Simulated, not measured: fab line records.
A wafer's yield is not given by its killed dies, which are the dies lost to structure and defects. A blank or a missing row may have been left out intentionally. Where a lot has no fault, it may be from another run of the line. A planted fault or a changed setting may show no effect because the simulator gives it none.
fab line records	flow sky130
[record] lots = 5	wafers = 15	lastDay = 48
route steps=708 shown VIA2@520 METAL3@532 CAPM@537 PAD_OPEN@708
lots that met no fault: taken from a fault-free run of the same line
startH: hours from the record's first day to the start of the lot's first wafer shown	waitH: how many hours have passed since the lot's step before this one	" repeats the value in the row above	L1.1+2: several wafers, shown together as one row	- value missing, or start not given	* or withheld: withheld	< > ~ a bound
route shown NAME@n: names a module that has steps shown in the file, with the first one's number in the route	usual: mean/standard deviation of fault-free wafers	same: alike in all rows	chamber/n: place in a boat	sites: readings site by site	_std_site: standard deviation across them	_edge_site: inner sites' mean taken away from outer sites' mean	radiusMm: for every site, how far away it sits from the centre of the wafer	mask NAME#n: copy n	behind: the last tool/chamber to shape the wafer	hold: why the lot was held/for how many hours/how that ended	device: names the non-switching transistor (n, p or np)	end of line: tests run on the same wafers once the route is complete	a step without rows: its recipe alone	killed: dies that structure and defects cost at the first sort, which is not the same as the wafer's yield	map: shows each die of a wafer: x if killed, . if not, _ if none is there
set.NAME: the run value of the setting; set.NAME@STEP: its run value at that earlier step	model.NAME: the simulator's own value behind a step, which no gauge read
lots at selected steps of the route; one table per step, one row per wafer
services: when a tool's chamber went out of use (startH, in hours from the record's first day, below 0 if earlier), for how many hours, and the reason
[[steps]]
[step SKY_VIA2_OVL_MEAS_13]
[usual] VIA2_OVL = 0/5.3
lot.wafer	tool	chamber	startH	waitH	VIA2_OVL[nm]
L479.2	overlay-02	-	858.25	0.1	-7
L479.3	"	-	"	"	-5
L479.4	"	-	"	"	-2
L480.2	overlay-02	-	859.88	0.1	2
L480.4	"	-	"	"	-9
L480.6	"	-	"	"	-1
L481.2	overlay-02	-	868.28	0.1	-2
L481.3	"	-	"	"	1
L481.4	"	-	"	"	2
L482.1	overlay-01	-	877.02	0.1	-1
L482.3	"	-	"	"	-3
L482.5	"	-	"	"	7
L490.1	overlay-02	-	941.67	0.1	-8
L490.4	"	-	"	"	-10
L490.5	"	-	"	"	-9
[step SKY_VIA2_ETCH_14]
[recipe] chemistry = N2/H2	target = BARC	ionEnergyEv = 200	sourceW = 500	biasW = 100	pressureMtorr = 30	n2FlowSccm = 100	h2FlowSccm = 200	stopOn = SiO2	timeS = 45.9	targetDepthA = 600
[step SKY_VIA2_ETCH_15]
[recipe] target = SiO2	chemistry = C4F8/O2/Ar	targetDepthNm = 546	stopOn = TiN	maskMaterial = KrF-thick	sourceW = 1500	biasW = 1200	pressureMtorr = 40	c4f8FlowSccm = withheld	O2_flow_sccm = 6	Ar_flow_sccm = 300	timeS = 84
[step SKY_VIA2_STRIP_16]
[recipe] chemistry = O2/N2	powerW = 1400	pressureMtorr = 1500	platenTempC = withheld	o2FlowSccm = 3000	n2FlowSccm = 300	overashFraction = 0.5
[step SKY_VIA2_STRIP_17]
[recipe] chemistry = postEtchResidueRemover	timeS = 1200	tempC = 72.5
[step SKY_VIA2_CLEAN_18]
[recipe] chemistry = IPA	timeS = 180	tempC = 25
[step SKY_VIA2_CLEAN_19]
[recipe] chemistry = O3/DIW	dry = n2Spin
[step SKY_VIA2_SPUTTER_20]
[recipe] material = TiN	targetThkNm = 20	chamberPressurePa = 5	powerW = 4000	timeS = 80
[step SKY_VIA2_CVD_21]
[recipe] material = W	targetThkNm = 420	timeS = 126.4	tempC = 400	pressureTorr = 40
[usual] chamberPressureTorr = 40.00/0.09	heaterPowerW = 803/79	susceptorTempC = 399.96/0.22
lot.wafer	tool	chamber	startH	waitH	chamberPressureTorr	heaterPowerW	susceptorTempC
L479.2	cvdW-01	0	859.49	0.0	40.01	928	399.78
L479.3	"	1	"	"	39.84	695	400.03
L479.4	"	0	"	"	40.23	984	399.85
L480.2	cvdW-02	1	860.71	0.1	40.00	830	400.28
L480.4	"	1	"	"	40.08	820	400.32
L480.6	"	1	"	"	40.12	835	399.64
L481.2	cvdW-02	1	869.07	0.0	39.94	815	399.61
L481.3	"	1	"	"	39.94	822	400.00
L481.4	"	0	"	"	39.90	797	400.07
L482.1	cvdW-02	1	877.86	0.0	40.01	853	399.83
L482.3	"	0	"	"	39.88	806	400.09
L482.5	"	1	"	"	40.02	809	400.19
L490.1	cvdW-01	0	942.48	0.0	40.04	969	399.95
L490.4	"	1	"	"	40.07	716	400.05
L490.5	"	1	"	"	40.01	718	400.20
[step SKY_VIA2_RS_MEAS_22]
[recipe] thkMeasGauge = four-point-probe	reads = W_of_VIA2_CVD_21+TiN_of_VIA2_SPUTTER_20
[usual] VIA2_W_RS = 0.271/0.0031
lot.wafer	tool	chamber	startH	waitH	VIA2_W_RS[ohm/sq]
L479.2	filmMetro-04	-	859.64	0.1	0.277
L479.3	"	-	"	"	0.273
L479.4	"	-	"	"	0.275
L480.2	filmMetro-04	-	860.95	0.2	0.272
L480.4	"	-	"	"	0.268
L480.6	"	-	"	"	0.266
L481.2	filmMetro-04	-	869.22	0.1	0.272
L481.3	"	-	"	"	0.271
L481.4	"	-	"	"	0.273
L482.1	filmMetro-03	-	877.99	0.1	0.280
L482.3	"	-	"	"	0.275
L482.5	"	-	"	"	0.276
L490.1	filmMetro-02	-	942.61	0.1	0.271
L490.4	"	-	"	"	0.269
L490.5	"	-	"	"	0.268
[step SKY_VIA2_THK_MEAS_23]
[recipe] thkMeasGauge = xrf	reads = W_of_VIA2_CVD_21
[usual] VIA2_W_THK = 420/6.3
lot.wafer	tool	chamber	startH	waitH	VIA2_W_THK[nm]
L479.2	filmMetro-04	-	859.75	0.1	405
L479.3	"	-	"	"	413
L479.4	"	-	"	"	412
L480.2	filmMetro-04	-	861.06	0.1	416
L480.4	"	-	"	"	419
L480.6	"	-	"	"	424
L481.2	filmMetro-04	-	869.33	0.1	416
L481.3	"	-	"	"	418
L481.4	"	-	"	"	417
L482.1	filmMetro-03	-	878.11	0.1	410
L482.3	"	-	"	"	414
L482.5	"	-	"	"	413
L490.1	filmMetro-02	-	942.73	0.1	420
L490.4	"	-	"	"	422
L490.5	"	-	"	"	426
[step SKY_VIA2_CMP_24]
[recipe] stopOn = SiO2	tOverpolishS = 20	downForcePsi = 3.5	platenRpm = 60	targetThkNm = 0	padVelocityMS = 0.94248
[usual] motorCurrentA = 11.2/1	overpolishRunS = 20.000/0.0086	timeToEndpointS = 100/6
[same] tOverpolishS = 20
lot.wafer	tool	chamber	startH	waitH	motorCurrentA	overpolishRunS	timeToEndpointS
L479.4	cmp-02	3	859.80	0.0	9.7	20.004	93
L479.3	"	1	"	"	10.6	20.003	96
L479.2	"	2	"	"	9.9	19.996	90
L480.2	cmp-01	1	861.21	0.1	10.3	19.990	96
L480.4	"	2	"	"	11.5	20.005	100
L480.6	"	0	"	"	12.1	20.002	106
L481.2	cmp-01	3	869.42	0.1	12.8	20.015	107
L481.3	"	0	"	"	12.0	20.001	107
L481.4	"	1	"	"	10.4	20.004	94
L482.1	cmp-02	1	878.17	0.1	10.3	20.004	103
L482.3	"	3	"	"	9.6	20.000	96
L482.5	"	1	"	"	11.2	20.002	99
L490.1	cmp-01	2	942.84	0.1	11.7	19.995	102
L490.4	"	3	"	"	12.5	19.989	113
L490.5	"	1	"	"	10.4	20.004	100
[step SKY_METAL3_SPUTTER_00]
[recipe] material = Ti	targetThkNm = 15	powerW = 3000	timeS = 10	chamberPressurePa = 0.4
[usual] throttleValvePct = 29.8/1.3
lot.wafer	tool	chamber	startH	waitH	throttleValvePct
L479.2	pvdSputter-02	-	860.10	0.1	31.8
L479.3	"	-	"	"	29.4
L479.4	"	-	"	"	29.5
L480.2	pvdSputter-03	-	861.41	0.1	29.6
L480.4	"	-	"	"	29.9
L480.6	"	-	"	"	29.7
L481.2	pvdSputter-03	-	869.72	0.2	29.9
L481.3	"	-	"	"	29.2
L481.4	"	-	"	"	31.4
L482.1	pvdSputter-04	-	878.47	0.2	29.0
L482.3	"	-	"	"	27.7
L482.5	"	-	"	"	28.9
L490.1	pvdSputter-03	-	943.09	0.2	28.1
L490.4	"	-	"	"	28.0
L490.5	"	-	"	"	31.2
[step SKY_METAL3_SPUTTER_01]
[recipe] material = TiN	targetThkNm = 20	powerW = 6500	timeS = 16.7	chamberPressurePa = 0.3922
[usual] throttleValvePct = 29.8/1.3
lot.wafer	tool	chamber	startH	waitH	throttleValvePct
L479.2	pvdSputter-02	-	860.12	0.0	32.0
L479.3	"	-	"	"	29.5
L479.4	"	-	"	"	29.6
L480.2	pvdSputter-03	-	861.43	0.0	29.5
L480.4	"	-	"	"	29.8
L480.6	"	-	"	"	29.4
L481.2	pvdSputter-03	-	869.74	0.0	29.7
L481.3	"	-	"	"	29.4
L481.4	"	-	"	"	31.3
L482.1	pvdSputter-04	-	878.49	0.0	29.0
L482.3	"	-	"	"	27.8
L482.5	"	-	"	"	28.9
L490.1	pvdSputter-03	-	943.12	0.0	28.1
L490.4	"	-	"	"	27.9
L490.5	"	-	"	"	31.2
[step SKY_METAL3_SPUTTER_02]
[recipe] material = AlCu	targetThkNm = 735	powerW = 10600	timeS = 39.1	chamberPressurePa = 0.4
[step SKY_METAL3_SPUTTER_03]
[recipe] material = Ti	targetThkNm = 5	powerW = 3000	timeS = 3.3	chamberPressurePa = 0.4
[step SKY_METAL3_SPUTTER_04]
[recipe] material = TiN	targetThkNm = 70	powerW = 6500	timeS = 58.3	chamberPressurePa = 0.4
[usual] throttleValvePct = 29.8/1.2
lot.wafer	tool	chamber	startH	waitH	throttleValvePct
L479.2	pvdSputter-02	-	860.21	0.0	32.3
L479.3	"	-	"	"	29.4
L479.4	"	-	"	"	29.3
L480.2	pvdSputter-03	-	861.51	0.0	29.6
L480.4	"	-	"	"	29.9
L480.6	"	-	"	"	29.5
L481.2	pvdSputter-03	-	869.82	0.0	30.0
L481.3	"	-	"	"	29.3
L481.4	"	-	"	"	31.2
L482.1	pvdSputter-04	-	878.57	0.0	28.9
L482.3	"	-	"	"	28.1
L482.5	"	-	"	"	28.7
L490.1	pvdSputter-03	-	943.20	0.0	27.9
L490.4	"	-	"	"	28.0
L490.5	"	-	"	"	31.0
[step SKY_CAPM_CVD_00]
[recipe] material = SiO2	targetThkNm = 15.5	tempC = 400	timeS = withheld	rfW = 450
[step SKY_CAPM_THK_MEAS_01]
[recipe] reads = SiO2_of_CAPM_CVD_00
[usual] CAPM_CVD_00_THK = 15.49/0.26
lot.wafer	tool	chamber	startH	waitH	CAPM_CVD_00_THK[nm]
L479.2	filmMetro-01	-	860.29	-	15.03
L479.3	"	-	"	"	15.42
L479.4	"	-	"	"	15.28
L480.2	filmMetro-03	-	861.59	-	15.03
L480.4	"	-	"	"	15.52
L480.6	"	-	"	"	15.95
L481.2	filmMetro-04	-	869.90	-	15.38
L481.3	"	-	"	"	15.26
L481.4	"	-	"	"	15.51
L482.1	filmMetro-04	-	878.64	-	15.19
L482.3	"	-	"	"	14.98
L482.5	"	-	"	"	15.64
L490.1	filmMetro-03	-	943.27	-	15.27
L490.4	"	-	"	"	15.55
L490.5	"	-	"	"	15.34
[step SKY_CAPM_SPUTTER_02]
[recipe] material = TiN	targetThkNm = 200	tempC = 300	powerW = 6500	timeS = 166.7	chamberPressurePa = 0.4
[step SKY_CAPM_RS_MEAS_03]
[recipe] thkMeasGauge = four-point-probe	reads = TiN_of_CAPM_SPUTTER_02
[usual] CAPM_TIN_RS = 6.95/0.087
lot.wafer	tool	chamber	startH	waitH	CAPM_TIN_RS[ohm/sq]
L479.2	filmMetro-04	-	860.47	0.1	6.97
L479.3	"	-	"	"	6.93
L479.4	"	-	"	"	6.81
L480.2	filmMetro-04	-	861.77	0.1	6.90
L480.4	"	-	"	"	6.74
L480.6	"	-	"	"	6.88
L481.2	filmMetro-01	-	870.19	0.1	7.08
L481.3	"	-	"	"	7.11
L481.4	"	-	"	"	7.08
L482.1	filmMetro-04	-	878.81	0.1	6.83
L482.3	"	-	"	"	6.93
L482.5	"	-	"	"	6.83
L490.1	filmMetro-04	-	943.44	0.1	7.15
L490.4	"	-	"	"	7.11
L490.5	"	-	"	"	7.09
[step SKY_CAPM_THK_MEAS_04]
[recipe] thkMeasGauge = xrf	reads = TiN_of_CAPM_SPUTTER_02
[usual] CAPM_TIN_THK = 198.8/2.7
lot.wafer	tool	chamber	startH	waitH	CAPM_TIN_THK[nm]
L479.2	filmMetro-04	-	860.58	0.1	198.0
L479.3	"	-	"	"	198.7
L479.4	"	-	"	"	202.9
L480.2	filmMetro-04	-	861.88	0.1	200.9
L480.4	"	-	"	"	204.3
L480.6	"	-	"	"	200.8
L481.2	filmMetro-01	-	870.30	0.1	194.9
L481.3	"	-	"	"	194.5
L481.4	"	-	"	"	195.8
L482.1	filmMetro-04	-	878.93	0.1	201.7
L482.3	"	-	"	"	198.8
L482.5	"	-	"	"	202.0
L490.1	filmMetro-04	-	943.56	0.1	192.4
L490.4	"	-	"	"	194.2
L490.5	"	-	"	"	194.2
[step SKY_CAPM_DEHYDRATE_05]
[recipe] tempC = 200	timeS = 60
[step SKY_CAPM_HMDS_06]
[recipe] primeTimeS = 60	primeTempC = 120
[step SKY_CAPM_COAT_07]
[recipe] resist = NOVOLAK	spinRpm = 3000	resistThkNm = 1140
[step SKY_CAPM_SOFTBAKE_08]
[recipe] tempC = 90	timeS = 60	resist = NOVOLAK
[step SKY_CAPM_EXPOSE_09]
[recipe] maskId = CAPM	na = 0.6	sourceShape = conventional	sigmaOuter = 0.6	polarization = unpolarized	targetCdNm = 1000	doseMj = 159
[step SKY_CAPM_PEB_10]
[recipe] tempC = withheld	timeS = *	resist = NOVOLAK
[step SKY_CAPM_DEVELOP_11]
[recipe] resist = NOVOLAK	developer = TMAH	developTimeS = 60	devTempC = 23
[step SKY_CAPM_OVL_MEAS_12]
[usual] CAPM_OVL = -1.2/1.2
lot.wafer	tool	chamber	startH	waitH	CAPM_OVL[nm]
L479.2	overlay-01	-	886.55	0.1	-0.6
L479.3	"	-	"	"	1.7
L479.4	"	-	"	"	-2.5
L480.2	overlay-02	-	887.96	0.1	-1.1
L480.4	"	-	"	"	-0.7
L480.6	"	-	"	"	-3.0
L481.2	overlay-02	-	895.75	0.1	-2.2
L481.3	"	-	"	"	-0.4
L481.4	"	-	"	"	0.1
L482.1	overlay-01	-	904.30	0.1	-0.6
L482.3	"	-	"	"	0.1
L482.5	"	-	"	"	-0.1
L490.1	overlay-02	-	967.90	0.1	-1.9
L490.4	"	-	"	"	-2.9
L490.5	"	-	"	"	-3.2
[step SKY_CAPM_METAL_ETCH_13]
[recipe] targetDepthNm = 220	stopOn = SiO2	chemistry = Cl2/BCl3	target = TiN	pressureMtorr = 10	icpW = 900	biasW = 48.5	Cl2_flow_sccm = 60	bcl3FlowSccm = 30	timeS = 62.9
[usual] drypumpMotorCurrentA = 5.7/0.36	oesProductAu = 0.937/0.0082	throttleValvePct = 21.904/0.01
lot.wafer	tool	chamber	startH	waitH	drypumpMotorCurrentA	oesProductAu	rfHoursCounterH	throttleValvePct
L479.2	rieMetal-03	1	886.58	0.0	6.1	0.932	9	21.903
L479.3	"	1	"	"	6.1	0.943	-	21.899
L479.4	"	0	"	"	5.7	0.948	-	21.881
L480.2	rieMetal-04	0	888.02	0.0	5.3	0.937	-	21.888
L480.4	"	0	"	"	5.3	0.955	-	21.900
L480.6	"	0	"	"	5.3	0.939	-	21.891
L481.2	rieMetal-03	0	895.78	0.0	5.8	0.932	7	21.907
L481.3	"	0	"	"	5.7	0.922	-	21.917
L481.4	"	1	"	"	6.0	0.932	-	21.910
L482.1	rieMetal-02	1	904.34	0.0	5.4	0.947	6	21.914
L482.3	"	0	"	"	5.6	0.934	-	21.905
L482.5	"	1	"	"	5.4	0.942	-	21.912
L490.1	rieMetal-04	1	967.94	0.0	6.2	0.916	4	21.915
L490.4	"	0	"	"	5.3	0.914	-	21.913
L490.5	"	0	"	"	5.3	0.925	-	21.928
[step SKY_CAPM_STRIP_14]
[recipe] chemistry = O2/N2	powerW = 1400	pressureMtorr = 1500	platenTempC = withheld	o2FlowSccm = 3000	n2FlowSccm = 300	overashFraction = 0.5
[step SKY_CAPM_STRIP_15]
[recipe] chemistry = postEtchResidueRemover	timeS = 1200	tempC = 72.5
[step SKY_CAPM_CLEAN_16]
[recipe] chemistry = IPA	timeS = 180	tempC = 25
[step SKY_CAPM_CLEAN_17]
[recipe] chemistry = O3/DIW	dry = n2Spin
[step SKY_METAL3_DEHYDRATE_05]
[recipe] tempC = 200	timeS = 60
[step SKY_METAL3_HMDS_06]
[recipe] primeTimeS = 60	primeTempC = 120
[step SKY_METAL3_COAT_07]
[recipe] resist = BARC	tempC = withheld	timeS = withheld	spinRpm = 3000	resistThkNm = 60.43
[step SKY_METAL3_COAT_08]
[recipe] resist = KrF-thick	spinRpm = 3000	resistThkNm = 1140
[step SKY_METAL3_SOFTBAKE_09]
[recipe] tempC = 100	timeS = 90	resist = KrF-thick
[step SKY_METAL3_EXPOSE_10]
[recipe] maskId = MM3	na = 0.68	sourceShape = annular	sigmaInner = 0.4	sigmaOuter = 0.8	targetCdNm = 300	doseMj = 28
[step SKY_METAL3_PEB_11]
[recipe] pebTempC = withheld	pebTimeS = withheld	resist = KrF-thick
[step SKY_PAD_OPEN_PROBE_99]
[usual] defectLimitedYield = 82.5/2	killed_at_M0_to_M3 = 44/7.1	killed_at_M4_up = 3.1/1.8	killedAtContacts = 24/5.3	killedAtFrontEnd = 15/4.5	killedAtOther = 0.2/0.42	killedDies = 86/9.6	killedOpen = 46/6.9	killedShort = 40/6.4	sort_bin_3_pad_short = 0.8/0.36	sort_bin_5_function = 10.3/1.3	sort_bin_6_memory = 6.4/1.2	sortNPass = 406/9.6	sortYieldPct = 82.5/2
[same] grossDies = 492	killedAtBackSide = 0	sort_bin_4_leakage[%] = 0	sort_bin_8_speed[%] = 0
lot.wafer	tool	chamber	startH	waitH	defectLimitedYield[%]	killed_at_M0_to_M3	killed_at_M4_up	killedAtContacts	killedAtFrontEnd	killedAtOther	killedDies	killedOpen	killedShort	sort_bin_3_pad_short[%]	sort_bin_5_function[%]	sort_bin_6_memory[%]	sortNPass	sortYieldPct[%]	model.etest.tester.sortNPass	model.etest.tester.sortYieldPct	model.etest.tester.sort_bin_5_pct	model.etest.tester.sort_bin_6_pct	model.etest.tester.sort_bin_3_pct
L479.2	prober-01	-	1083.29	0.1	79.7	47	4	28	21	0	100	59	41	0.6	11.2	8.5	392	79.7	392	79.67	11.18	8.537	0.6098
L479.3	prober-01	-	1083.34	0.2	81.7	46	2	34	8	0	90	61	29	0.2	10.2	7.9	402	81.7	402	81.71	10.16	7.927	0.2033
L479.4	prober-01	-	1083.39	0.2	81.9	41	7	27	14	0	89	44	45	0.8	11.2	6.1	403	81.9	403	81.91	11.18	6.098	0.813
L480.2	prober-02	-	1085.48	0.1	82.9	45	2	26	11	0	84	48	36	0.8	10.2	6.1	408	82.9	408	82.93	10.16	6.098	0.813
L480.4	prober-02	-	1085.58	0.2	83.5	50	2	20	9	0	81	49	32	0.8	10.4	5.3	411	83.5	411	83.54	10.37	5.285	0.813
L480.6	prober-02	-	1085.68	0.2	78.3	48	5	45	9	0	107	57	50	1.4	12.2	8.1	385	78.3	385	78.25	12.2	8.13	1.423
L481.2	prober-01	-	1089.67	0.1	82.3	42	0	23	21	1	87	41	46	0.8	8.5	8.3	405	82.3	405	82.32	8.537	8.333	0.813
L481.3	prober-01	-	1089.72	0.2	81.1	48	2	20	22	1	93	47	46	2.0	10.2	6.7	399	81.1	399	81.1	10.16	6.707	2.033
L481.4	prober-01	-	1089.77	0.2	82.9	45	4	25	10	0	84	50	34	0.8	9.8	6.5	408	82.9	408	82.93	9.756	6.504	0.813
L482.1	prober-02	-	1097.83	0.1	81.9	50	5	21	13	0	89	54	35	0.4	11.6	6.1	403	81.9	403	81.91	11.59	6.098	0.4065
L482.3	prober-02	-	1097.93	0.2	80.7	50	2	27	16	0	95	56	39	0.6	11.2	7.5	397	80.7	397	80.69	11.18	7.52	0.6098
L482.5	prober-02	-	1098.03	0.2	82.9	44	1	27	12	0	84	45	39	0.8	12.2	4.1	408	82.9	408	82.93	12.2	4.065	0.813
L490.1	prober-01	-	1148.83	0.1	83.1	45	2	21	14	1	83	44	39	0.8	10.6	5.5	409	83.1	409	83.13	10.57	5.488	0.813
L490.4	prober-01	-	1148.98	0.2	83.9	42	3	16	18	0	79	43	36	0.6	8.7	6.7	413	83.9	413	83.94	8.74	6.707	0.6098
L490.5	prober-01	-	1149.03	0.2	76.4	83	1	16	15	1	116	32	31	1.2	15.2	7.1	376	76.4	376	76.42	15.24	7.114	1.22
// killed by level:class
L479.2 VIA1:geometricParticle:open=15 CONTACT:geometricParticle:open=12 POLY_GATE:geometricParticle:open=7 VIA2:geometricParticle:open=7 FIELD_ISO:geometricParticle:open=5 CONTACT:geometricParticle:short=5 VIA2:geometricParticle:short=5 VIA1:geometricParticle:short=5
L479.3 VIA1:geometricParticle:open=19 CONTACT:geometricParticle:open=16 LI_CONTACT:geometricParticle:open=7 CONTACT:geometricParticle:short=6 VIA1:geometricParticle:short=5 VIA2:geometricParticle:open=5 VIA3:geometricParticle:open=5 LOCAL_INTERCONNECT:geometricParticle:short=4
L479.4 CONTACT:geometricParticle:open=10 VIA1:geometricParticle:open=10 LI_CONTACT:geometricParticle:open=9 POLY_GATE:geometricParticle:short=6 METAL1:geometricParticle:short=6 METAL2:geometricParticle:short=6 METAL4:geometricParticle:short=5 FIELD_ISO:geometricParticle:short=4
L480.2 CONTACT:geometricParticle:open=13 VIA2:geometricParticle:open=8 VIA1:geometricParticle:open=7 LI_CONTACT:geometricParticle:open=6 VIA3:geometricParticle:open=6 VIA3:geometricParticle:short=6 METAL2:geometricParticle:short=6 VIA1:geometricParticle:short=4
L480.4 VIA1:geometricParticle:open=12 VIA2:geometricParticle:open=11 LI_CONTACT:geometricParticle:open=6 CONTACT:geometricParticle:open=5 METAL1:geometricParticle:short=5 METAL2:geometricParticle:short=5 VIA3:geometricParticle:short=5 VIA3:geometricParticle:open=5
L480.6 LI_CONTACT:geometricParticle:open=15 CONTACT:geometricParticle:open=10 VIA1:geometricParticle:open=10 LOCAL_INTERCONNECT:geometricParticle:short=8 VIA1:geometricParticle:short=7 VIA2:geometricParticle:open=7 VIA3:geometricParticle:open=7 LI_CONTACT:geometricParticle:short=6
L481.2 VIA1:geometricParticle:open=10 METAL2:geometricParticle:short=8 CONTACT:geometricParticle:short=7 VIA3:geometricParticle:open=7 POLY_GATE:geometricParticle:short=6 FIELD_ISO:geometricParticle:open=5 LI_CONTACT:geometricParticle:short=5 CONTACT:geometricParticle:open=5
L481.3 VIA1:geometricParticle:open=12 POLY_GATE:geometricParticle:open=6 VIA3:geometricParticle:open=6 METAL1:geometricParticle:short=6 METAL2:geometricParticle:short=6 FIELD_ISO:geometricParticle:open=5 LOCAL_INTERCONNECT:geometricParticle:short=5 LI_CONTACT:geometricParticle:open=5
L481.4 CONTACT:geometricParticle:open=8 VIA3:geometricParticle:open=8 LI_CONTACT:geometricParticle:open=7 VIA1:geometricParticle:open=7 VIA2:geometricParticle:open=6 METAL2:geometricParticle:short=5 LI_CONTACT:geometricParticle:short=4 VIA1:geometricParticle:short=4
L482.1 VIA1:geometricParticle:open=13 VIA3:geometricParticle:open=12 CONTACT:geometricParticle:open=11 METAL2:geometricParticle:short=8 VIA1:geometricParticle:short=7 POLY_GATE:geometricParticle:open=5 FIELD_ISO:geometricParticle:short=4 LI_CONTACT:geometricParticle:open=4
L482.3 VIA1:geometricParticle:open=12 VIA3:geometricParticle:open=11 LOCAL_INTERCONNECT:geometricParticle:short=8 CONTACT:geometricParticle:open=7 VIA2:geometricParticle:open=7 LI_CONTACT:geometricParticle:open=6 METAL1:geometricParticle:short=5 VIA1:geometricParticle:short=5
L482.5 VIA1:geometricParticle:open=11 CONTACT:geometricParticle:open=9 VIA2:geometricParticle:open=7 FIELD_ISO:geometricParticle:short=6 METAL1:geometricParticle:short=6 METAL2:geometricParticle:short=6 LI_CONTACT:geometricParticle:open=5 LI_CONTACT:geometricParticle:short=4
L490.1 CONTACT:geometricParticle:open=9 VIA1:geometricParticle:open=9 VIA1:geometricParticle:short=8 LI_CONTACT:geometricParticle:open=6 METAL2:geometricParticle:short=6 FIELD_ISO:geometricParticle:open=4 POLY_GATE:geometricParticle:open=4 METAL1:geometricParticle:short=4
L490.4 VIA1:geometricParticle:open=9 FIELD_ISO:geometricParticle:open=6 LI_CONTACT:geometricParticle:open=6 CONTACT:geometricParticle:open=5 VIA1:geometricParticle:short=5 VIA3:geometricParticle:open=5 FIELD_ISO:geometricParticle:short=4 METAL1:geometricParticle:short=4
L490.5 METAL3:unspecified=53 CONTACT:geometricParticle:open=6 LI_CONTACT:geometricParticle:open=6 POLY_GATE:geometricParticle:short=5 VIA1:geometricParticle:short=5 VIA1:geometricParticle:open=4 VIA2:geometricParticle:open=4 VIA3:geometricParticle:open=4
// map L490.5 (x killed, . not)
__________..x..x...._________
________......x......._______
______x..............x.._____
_____............x...x...____
____.......x.....x...x...x___
___x...x...x.......x......x__
__...............x...x...xx._
_..xx....x...xx.x..........x.
_x..x......x.......x.........
_........x..x.........x......
_xx...............x..........
_.............x..xx..........
_.x.....x...x..x..........x..
_..........xxxxxx............
_........xxxxxxxxx.x..x.xx...
__x..x....xxxxxxxxx........._
___.......xxxxxxx.x.xx.....__
____..x..xxxxxxxxxx.x...x.___
_____.......xx.xx.....x..____
______....xxx.xx.....xxx_____
________x........x...x_______
__________x.x......._________
// map L481.3 (x killed, . not)
__________x.xx.x...._________
________x.......x.x.x._______
______..........x.x....._____
_____........xx..x..x....____
____.............xx....x.x___
___x...x...........x....x..__
__..x............xxx........_
_..x......xxx..xx....x..x....
_.x..x........x.........x..x.
_..xx...............xxx......
_.x......x...x...x..x.......x
_.......x.........x.x....x..x
_.x........x..x........x.....
_.x...x...x.....x............
_.x.......x.....x...x...x....
__....................xx...._
___.x.x..xx.x..............__
____x.......x....x...x...x___
_____x.x.................____
______..x.............x._____
________xx.x..x.x.x.x._______
__________....x...x._________
[[services]]
tool	chamber	startH	hours	kind
cmp-01	-	838.76	1.9	repair
pvdSputter-02	1	854.19	-	consumableReplace:kit
pvdSputter-02	1	854.19	18.0	scheduledDown
pvdSputter-02	1	854.19	18.0	ventCycle
cvdW-02	0	857.65	3.9	repair
cmp-02	-	863.31	6.6	pm
pvdSputter-04	1	878.62	-	consumableReplace:kit
pvdSputter-04	1	878.62	18.0	scheduledDown
pvdSputter-02	-	890.07	5.1	repair
cvdW-02	-	904.00	14.0	pm
cmp-01	-	912.00	4.0	pm
cmp-01	-	914.24	1.6	repair
cvdW-01	0	917.89	2.3	repair
cmp-02	-	929.78	1.1	repair
pvdSputter-04	-	930.91	3.5	repair
pvdSputter-03	0	934.41	-	consumableReplace:kit
pvdSputter-03	0	934.41	18.0	scheduledDown
pvdSputter-03	0	934.41	18.0	ventCycle
pvdSputter-04	-	941.33	2.2	repair
pvdSputter-04	-	946.90	5.9	repair
rieMetal-02	-	948.85	1.1	repair
cmp-01	-	950.98	5.6	repair
cmp-02	-	951.52	1.5	repair
cmp-01	-	958.30	6.8	pm
[[key]]
[firstSign] step = SKY_PAD_OPEN_PROBE_99	reading = killed_at_M0_to_M3	direction = up	sigmas = 5.5	usual = 44	struck = 83
[effect] step = SKY_PAD_OPEN_PROBE_99	reading = sort_bin_5_function	direction = up	sigmas = 3.9	usual = 10.3	struck = 15.2
[modelEffect] step = SKY_PAD_OPEN_PROBE_99	value = etest.tester.sortNPass	without = 425	struck = 376
metAt SKY_METAL3_SPUTTER_00
struckWafers L490.5
onsetBetween 869.72 943.09
[fault] kind = chamberParticleSource	tool = pvdSputter-03	chamber = -	onsetH = 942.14	steps = SKY_METAL3_SPUTTER_00	ratePerVisitCm2 = 0.62429	endH = 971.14	scope = struckWafersOnly
